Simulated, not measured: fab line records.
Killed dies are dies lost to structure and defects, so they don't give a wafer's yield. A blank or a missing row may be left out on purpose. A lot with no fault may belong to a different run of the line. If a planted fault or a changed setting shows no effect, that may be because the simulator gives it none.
Which of the tools did it? / flow sky130 / 12 lots with 33 wafers sampled at 2 steps, on a route of 708 steps

== WHAT THE GAUGES SHOWED, per wafer ==
SKY_METAL1_THK_MEAS_06: measures by xrf. Usual: METAL1_ALCU_THK 246.8 nm, standard deviation 2.9.
lot=L638; measured=day 31 05:01; on=film metro-02; METAL1_ALCU_THK (nm)=251.6 250.6 251.9; flag=
lot=L640; measured=day 32 16:02; on=film metro-03; METAL1_ALCU_THK (nm)=248.7 249.6 247.4; flag=
lot=L641; measured=day 32 20:22; on=film metro-02; METAL1_ALCU_THK (nm)=247.3 247.7 248.8; flag=
lot=L646; measured=day 34 10:26; on=film metro-03; METAL1_ALCU_THK (nm)=247.0 248.7; flag=
lot=L649; measured=day 35 10:14; on=film metro-03; METAL1_ALCU_THK (nm)=240.5 246.2; flag=
lot=L651; measured=day 35 23:37; on=film metro-04; METAL1_ALCU_THK (nm)=245.1 244.9; flag=
lot=L652; measured=day 36 01:22; on=film metro-03; METAL1_ALCU_THK (nm)=246.4 244.9 242.9; flag=
lot=L654; measured=day 37 03:02; on=film metro-04; METAL1_ALCU_THK (nm)=242.0 242.7 244.5; flag=
lot=L655; measured=day 37 09:22; on=film metro-03; METAL1_ALCU_THK (nm)=250.7 248.9 247.2; flag=
lot=L656; measured=day 37 13:20; on=film metro-02; METAL1_ALCU_THK (nm)=245.3 246.4 246.3; flag=
lot=L658; measured=day 38 14:11; on=film metro-04; METAL1_ALCU_THK (nm)=248.8 249.4 249.9; flag=
lot=L659; measured=day 38 16:07; on=film metro-03; METAL1_ALCU_THK (nm)=244.5 244.2 248.7; flag=

SKY_METAL1_OVL_MEAS_16. Usual: METAL1_OVL -5 nm, standard deviation 6.7.
lot=L638; measured=day 32 08:29; on=overlay-02; METAL1_OVL (nm)=-5 -2 -5; flag=
lot=L640; measured=day 33 18:29; on=overlay-02; METAL1_OVL (nm)=-8 2 -10; flag=
lot=L641; measured=day 33 23:26; on=overlay-02; METAL1_OVL (nm)=1 -7 -3; flag=
lot=L646; measured=day 35 13:09; on=overlay-01; METAL1_OVL (nm)=-4 -18; flag=
lot=L649; measured=day 36 12:23; on=overlay-02; METAL1_OVL (nm)=-4 2; flag=
lot=L651; measured=day 37 00:59; on=overlay-01; METAL1_OVL (nm)=-2 -2; flag=
lot=L652; measured=day 37 02:53; on=overlay-01; METAL1_OVL (nm)=6 -5 9; flag=
lot=L654; measured=day 38 04:17; on=overlay-02; METAL1_OVL (nm)=-18 -10 -12; flag=
lot=L655; measured=day 38 11:02; on=overlay-02; METAL1_OVL (nm)=-18 -19 -8; flag=
lot=L656; measured=day 38 14:19; on=overlay-01; METAL1_OVL (nm)=5 0 -8; flag=
lot=L658; measured=day 39 15:38; on=overlay-01; METAL1_OVL (nm)=-9 -11 -14; flag=
lot=L659; measured=day 39 17:31; on=overlay-01; METAL1_OVL (nm)=0 -9 0; flag=

== TOOL THAT RAN EACH LOT (tool first, then ch and the chambers of the sampled wafers, then the start) ==
The record shows no process step preceding these readings.

== AS READ BY THE TOOLS THEMSELVES (means over the sampled wafers that have a number; for cases with no such wafer, the mark the record gives instead) ==
The record holds no such reading with a usual standard deviation.

== THE ANSWER, worked out from the rows above alone ==
Rule: a lot counts as off when the mean over its wafers that have a number is more than 3 standard deviations away from the usual mean. A lot without any number at a reading at which 4 lots or more have one is off too. Where the step has rows for the other lots, those lots are counted as sound. Order of review: gauges by route order, followed by the tools' own readings, for which a lot's mean as printed above is used. The first step at which some lot is off is used, and at that step the reading that is off furthest; a lot without a number counts as furthest.
Nothing can be told from this: no lot is off at any reading shown.

== WHAT THE SIMULATOR PUT IN ==
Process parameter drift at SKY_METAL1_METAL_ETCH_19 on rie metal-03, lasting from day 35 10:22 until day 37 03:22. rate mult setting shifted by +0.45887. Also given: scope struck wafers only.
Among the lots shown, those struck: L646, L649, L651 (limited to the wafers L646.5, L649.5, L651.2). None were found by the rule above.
